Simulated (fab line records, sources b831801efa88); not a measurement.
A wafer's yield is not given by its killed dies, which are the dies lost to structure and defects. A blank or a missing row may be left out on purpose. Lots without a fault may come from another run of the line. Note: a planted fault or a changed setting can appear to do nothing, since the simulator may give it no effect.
Which tool is to blame? | flow sky130 | 36 wafers from 12 lots sampled at 3 of the route's 708 steps

== WHAT EACH GAUGE READ, for each wafer ==
SKY_CAP2M_THK_MEAS_04: measures by xrf.
lot  | measured     | on            | CAP2M_TIN_THK (nm)
L582 | day 40 03:31 | film metro-02 | 204.7 203.7 204.6
L584 | day 40 21:37 | film metro-02 | 205.3 204.3 205.2
L585 | day 41 03:11 | film metro-02 | 206.7 203.4 202.9
L586 | day 41 15:59 | film metro-01 | 203.7 207.8 206.5
L588 | day 42 11:56 | film metro-01 | 207.1 207.4 206.8
L589 | day 42 12:26 | film metro-02 | 205.1 203.6 202.1
L590 | day 42 20:40 | film metro-03 | 208.3 205.2 207.7
L591 | day 43 00:16 | film metro-03 | 209.3 210.4 208.9
L593 | day 43 18:56 | film metro-03 | 209.8 208.2 210.5
L595 | day 44 04:36 | film metro-02 | 206.0 204.5 204.4
L596 | day 44 06:13 | film metro-02 | 207.5 207.2 205.5
L600 | day 45 03:02 | film metro-03 | 200.3 198.7 200.4

== EACH LOT AND THE TOOL THAT RAN IT (in order: tool; ch and the chambers of the sampled wafers; start) ==
lot  | SKY_METAL2_SPUTTER_04        | SKY_CAP2M_SPUTTER_02
L582 | pvd sputter-03, day 34 11:43 | pvd sputter-01, day 40 03:17
L584 | pvd sputter-03, day 35 06:30 | pvd sputter-01, day 40 21:24
L585 | pvd sputter-03, day 35 13:36 | pvd sputter-04, day 41 02:59
L586 | pvd sputter-02, day 36 03:31 | pvd sputter-01, day 41 15:44
L588 | pvd sputter-01, day 37 00:58 | pvd sputter-03, day 42 11:41
L589 | pvd sputter-02, day 37 01:07 | pvd sputter-03, day 42 12:11
L590 | pvd sputter-03, day 37 11:27 | pvd sputter-03, day 42 20:25
L591 | pvd sputter-01, day 37 13:48 | pvd sputter-04, day 43 00:01
L593 | pvd sputter-02, day 38 11:50 | pvd sputter-01, day 43 18:41
L595 | pvd sputter-02, day 38 22:38 | pvd sputter-04, day 44 04:23
L596 | pvd sputter-02, day 39 01:04 | pvd sputter-01, day 44 05:58
L600 | pvd sputter-03, day 40 01:08 | pvd sputter-03, day 45 02:48
- SKY_METAL2_SPUTTER_04: material TiN, target thk 70 nm, time 58.3 s.
- SKY_CAP2M_SPUTTER_02: material TiN, target thk 200 nm, time 166.7 s.

== WHAT THE TOOLS THEMSELVES READ (means of the sampled wafers that have a number; where no wafer has one, the mark that the record gives instead) ==
SKY_METAL2_SPUTTER_04.
lot  | tool           | throttle valve pct (%)
L582 | pvd sputter-03 | 30.6
L584 | pvd sputter-03 | 31.4
L585 | pvd sputter-03 | 30.7
L586 | pvd sputter-02 | 29.4
L588 | pvd sputter-01 | 30.0
L589 | pvd sputter-02 | 29.8
L590 | pvd sputter-03 | 31.0
L591 | pvd sputter-01 | 29.8
L593 | pvd sputter-02 | 29.4
L595 | pvd sputter-02 | 30.0
L596 | pvd sputter-02 | 30.0
L600 | pvd sputter-03 | 31.1

SKY_CAP2M_SPUTTER_02.
lot  | tool           | substrate temp c (C) | throttle valve pct (%)
L582 | pvd sputter-01 | 299.97               | 30.3
L584 | pvd sputter-01 | 300.13               | 30.3
L585 | pvd sputter-04 | 299.89               | 29.6
L586 | pvd sputter-01 | 299.92               | 30.5
L588 | pvd sputter-03 | 299.94               | 30.7
L589 | pvd sputter-03 | 299.89               | 30.9
L590 | pvd sputter-03 | 299.99               | 31.0
L591 | pvd sputter-04 | 300.01               | 29.4
L593 | pvd sputter-01 | 300.07               | 30.3
L595 | pvd sputter-04 | 299.87               | 29.6
L596 | pvd sputter-01 | 299.99               | 30.2
L600 | pvd sputter-03 | 300.00               | 30.3

== THE ANSWER, worked out from the rows above alone ==
Rule: the lots themselves supply what counts as usual. The widest of any qualifying gaps counts: lots, ordered by their means at a reading, are off when they make up no more than a third of the lots, leave a main group of 4 or more, and stand apart from it by 3 or more times the standard deviation of that group's means. Not used: any main group whose means are identical at the precision the tables above print for the reading. A lot without any number at a reading at which 4 lots or more have one is off too. Where the step has rows for the other lots, those lots are counted as sound. The gauges are gone through in route order, then the tools' own readings, and for those a lot's mean is taken as printed above. At the first step where some lot is off, the reading lying furthest off is the one used; lots without a number count as furthest.
None of the lots is off at any reading shown; this tells nothing.

== WHAT THE SIMULATOR PUT IN ==
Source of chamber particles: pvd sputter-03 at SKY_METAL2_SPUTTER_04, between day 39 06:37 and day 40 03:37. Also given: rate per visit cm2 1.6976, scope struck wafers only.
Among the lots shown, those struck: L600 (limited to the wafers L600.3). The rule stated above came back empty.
